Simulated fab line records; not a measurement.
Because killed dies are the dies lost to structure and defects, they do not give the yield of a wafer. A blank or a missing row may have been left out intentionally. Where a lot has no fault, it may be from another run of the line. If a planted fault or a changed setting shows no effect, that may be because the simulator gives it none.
Matching of chambers / flow sky130 / SKY_CAPM_CVD_00 on pecvd-01 has 3 sister chambers
The step deposits SiO2, target thk 15.5 nm. 14 wafers are shown with their chamber, then 7 later ones without.

WAFERS WITH THEIR CHAMBER
wafer=L077.2; chamber=0; heater_power_w (W)=885; susceptor_temp_C (C)=399.86
wafer=L077.3; chamber=1; heater_power_w (W)=878; susceptor_temp_C (C)=400.41
wafer=L077.5; chamber=0; heater_power_w (W)=839; susceptor_temp_C (C)=400.16
wafer=L079.1; chamber=2; heater_power_w (W)=682; susceptor_temp_C (C)=400.09
wafer=L079.2; chamber=1; heater_power_w (W)=814; susceptor_temp_C (C)=399.93
wafer=L079.6; chamber=0; heater_power_w (W)=825; susceptor_temp_C (C)=399.94
wafer=L083.1; chamber=2; heater_power_w (W)=665; susceptor_temp_C (C)=399.89
wafer=L083.2; chamber=1; heater_power_w (W)=854; susceptor_temp_C (C)=400.11
wafer=L083.3; chamber=0; heater_power_w (W)=777; susceptor_temp_C (C)=399.85
wafer=L084.1; chamber=2; heater_power_w (W)=666; susceptor_temp_C (C)=399.91
wafer=L084.4; chamber=0; heater_power_w (W)=822; susceptor_temp_C (C)=399.95
wafer=L084.6; chamber=2; heater_power_w (W)=650; susceptor_temp_C (C)=400.11
wafer=L086.4; chamber=0; heater_power_w (W)=943; susceptor_temp_C (C)=400.11
wafer=L086.5; chamber=1; heater_power_w (W)=873; susceptor_temp_C (C)=400.10

SIGNATURES (means of the wafers above)
reading=heater_power_w; chamber 0=848.50; chamber 1=854.75; chamber 2=665.75; scatter within a chamber=42.4
reading=susceptor_temp_C; chamber 0=399.9783; chamber 1=400.1375; chamber 2=400.0000; scatter within a chamber=0.149
Rule: distance of a wafer from a chamber = root of the sum over the readings of ((wafer's reading minus chamber's mean) / reading's scatter) squared. The wafer belongs to the nearest chamber; if the next one is less than 2 further off, it can't be placed. The scatter: the root of (the sum of the squares of (reading less its chamber's mean) over the shown wafers, divided by (wafers less chambers)).

WAFERS WHOSE CHAMBER IS MISSING
wafer=L086.6; heater_power_w (W)=778; susceptor_temp_C (C)=400.11
wafer=L091.1; heater_power_w (W)=715; susceptor_temp_C (C)=400.01
wafer=L091.2; heater_power_w (W)=785; susceptor_temp_C (C)=399.90
wafer=L091.4; heater_power_w (W)=795; susceptor_temp_C (C)=400.01
wafer=L093.2; heater_power_w (W)=768; susceptor_temp_C (C)=400.32
wafer=L093.3; heater_power_w (W)=748; susceptor_temp_C (C)=400.03
wafer=L093.5; heater_power_w (W)=780; susceptor_temp_C (C)=399.95

EACH ONE'S CHAMBER
wafer=L086.6; from the rows above=can't be placed: 1 or 0 or 2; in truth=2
wafer=L091.1; from the rows above=can't be placed: 2 or 0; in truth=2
wafer=L091.2; from the rows above=can't be placed: 0 or 1 or 2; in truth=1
wafer=L091.4; from the rows above=can't be placed: 0 or 1 or 2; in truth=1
wafer=L093.2; from the rows above=can't be placed: 1 or 0 or 2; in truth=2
wafer=L093.3; from the rows above=can't be placed: 2 or 0 or 1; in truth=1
wafer=L093.5; from the rows above=can't be placed: 0 or 1 or 2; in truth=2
Placed correctly: 0 of 7. These rows do not allow placing 7 (true chamber among the candidates in 7). Number placed wrongly: 0.
